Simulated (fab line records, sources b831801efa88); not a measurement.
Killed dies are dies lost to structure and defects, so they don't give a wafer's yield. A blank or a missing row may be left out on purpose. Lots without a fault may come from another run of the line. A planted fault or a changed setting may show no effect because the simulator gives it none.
A struck lot beside a sound one | flow sky130 | 35 steps out of a route of 708
Sound: wafers L231.2, L231.5, L231.6. Struck: wafers L239.2, L239.4, L239.6. The cause comes at the end.
At each step with rows: each side's tool, then ch and its chambers, then its first start. Under that, the readings that differ: sound wafers | struck wafers | difference of the means | sigmas: that difference in standard deviations of wafers without a fault.
alike: readings whose means differ by less than 2 such deviations, and words and numbers that are the same on both sides. not compared: withheld readings, readings that some wafer has no value for, bounds like >300 that may hide the same value, and numbers for which the record gives no deviation and whose values overlap.
The two part at a step that has a row with sigmas, a row that says differs or no value, or rows on one side only. Numbers that don't overlap but have no deviation are shown without sigmas and don't part them. A reading that every wafer of one side lacks parts them only if that side has two wafers or more.

first, 10 steps without rows for these wafers: SKY_METAL3_COAT_07 (resist thk 60 nm); SKY_METAL3_COAT_08 (resist thk 1140 nm); SKY_METAL3_SOFTBAKE_09 (time 90 s); SKY_METAL3_EXPOSE_10 (exposes mask MM3, target cd 300 nm); SKY_METAL3_PEB_11; SKY_METAL3_DEVELOP_12 (develop time 60 s); SKY_METAL3_DESCUM_15 (chemistry O2, time 8 s); SKY_METAL3_ETCH_16 (etches BARC in N2/H2, stops on SiO2, time 88.2 s, target depth 60 nm); SKY_METAL3_ETCH_17 (etches SiO2 in C4F8/O2/Ar, stops on TiN, time 3.9 s, target depth 15 nm); SKY_METAL3_METAL_ETCH_18 (etches the open film in Cl2/BCl3, stops on SiO2, target depth 845 nm, time 183.1 s).
SKY_METAL3_STRIP_19: strips in O2/N2.
  sound on plasma_asher-01 ch 0,1, day 40 06:53; struck on plasma_asher-01 ch 0,1, day 42 18:20
  alike: drypump_motor_current_A, n2_flow_sccm, oes_product_au, strip_time_to_endpoint_s
  not compared: rf_hours_counter_h
then, 23 steps without rows for these wafers: SKY_METAL3_STRIP_20 (strips in post etch residue remover, time 1200 s); SKY_METAL3_CLEAN_21 (cleans in IPA, time 180 s); SKY_METAL3_CLEAN_22 (cleans in O3/DIW); SKY_VIA3_HDPCVD_00 (deposits SiO2, target thk 1635 nm, time 272.5 s); SKY_VIA3_CMP_02 (polishes SiO2); SKY_VIA3_DEHYDRATE_04 (time 60 s); SKY_VIA3_HMDS_05 (prime time 60 s); SKY_VIA3_COAT_06 (resist thk 60 nm); SKY_VIA3_COAT_07 (resist thk 450 nm); SKY_VIA3_SOFTBAKE_08 (time 90 s); SKY_VIA3_EXPOSE_09 (exposes mask VIM3, target cd 200 nm); SKY_VIA3_PEB_10; SKY_VIA3_DEVELOP_11 (develop time 60 s); SKY_VIA3_ETCH_14 (etches BARC in N2/H2, stops on SiO2, time 45.9 s, target depth 60 nm); SKY_VIA3_ETCH_15 (etches SiO2 in C4F8/O2/Ar, stops on TiN, target depth 507 nm, time 78 s); SKY_VIA3_STRIP_16 (strips in O2/N2); SKY_VIA3_STRIP_17 (strips in post etch residue remover, time 1200 s); SKY_VIA3_CLEAN_18 (cleans in IPA, time 180 s); SKY_VIA3_CLEAN_19 (cleans in O3/DIW); SKY_VIA3_SPUTTER_20 (material TiN, target thk 20 nm, time 80 s); SKY_VIA3_CVD_21 (deposits W, target thk 390 nm, time 117.31 s); SKY_VIA3_CMP_24 (polishes, stops on SiO2, t overpolish 20 s, target thk 0 nm); SKY_METAL4_SPUTTER_00 (material Ti, target thk 15 nm, time 10 s).
-- the record jumps here: 6 days lie between the struck wafers' starts before and after (it left off in module METAL4 and takes up again in module PAD_OPEN, whose first step shown is number 708 of the route) --
SKY_PAD_OPEN_PROBE_99:
  sound on prober-02, day 47 04:47; struck on prober-02, day 49 05:46
  reading                               | sound              | struck            | difference | sigmas
  defect_limited_yield (%)              | 81.3 83.5 77.8     | 73.4 73.8 69.1    | -8.8       | -4
  killed_at_M0_to_M3                    | 46 44 55           | 100 89 104        | +49        | +7
  killed_dies                           | 92 81 109          | 131 129 152       | +43        | +4
  sort_bin_3_pad_short (%)              | 1.0 0.4 1.0        | 3.5 3.5 4.7       | +3.1       | +7
  sort_bin_5_function (%)               | 12.2 11.0 12.2     | 15.7 17.1 18.5    | +5.3       | +4
  sort_n_pass                           | 400 411 383        | 361 363 340       | -43        | -4
  sort_yield_pct (%)                    | 81.3 83.5 77.8     | 73.4 73.8 69.1    | -8.8       | -4
  model.etest.tester.sort_n_pass        | 400 411 383        | 361 363 340       | -43        |
  model.etest.tester.sort_yield_pct (%) | 81.3 83.54 77.85   | 73.37 73.78 69.11 | -8.81      |
  model.etest.tester.sort_bin_5_pct (%) | 12.2 10.98 12.2    | 15.65 17.07 18.5  | +5.28      |
  model.etest.tester.sort_bin_3_pct (%) | 1.016 0.4065 1.016 | 3.455 3.455 4.675 | +3.049     |
  alike: killed_at_M4_up, killed_at_contacts, killed_at_front_end, killed_at_other, killed_open, killed_short, sort_bin_6_memory

WHERE THEY PART
Only at SKY_PAD_OPEN_PROBE_99, within this record.

WHY: what the simulator had put in
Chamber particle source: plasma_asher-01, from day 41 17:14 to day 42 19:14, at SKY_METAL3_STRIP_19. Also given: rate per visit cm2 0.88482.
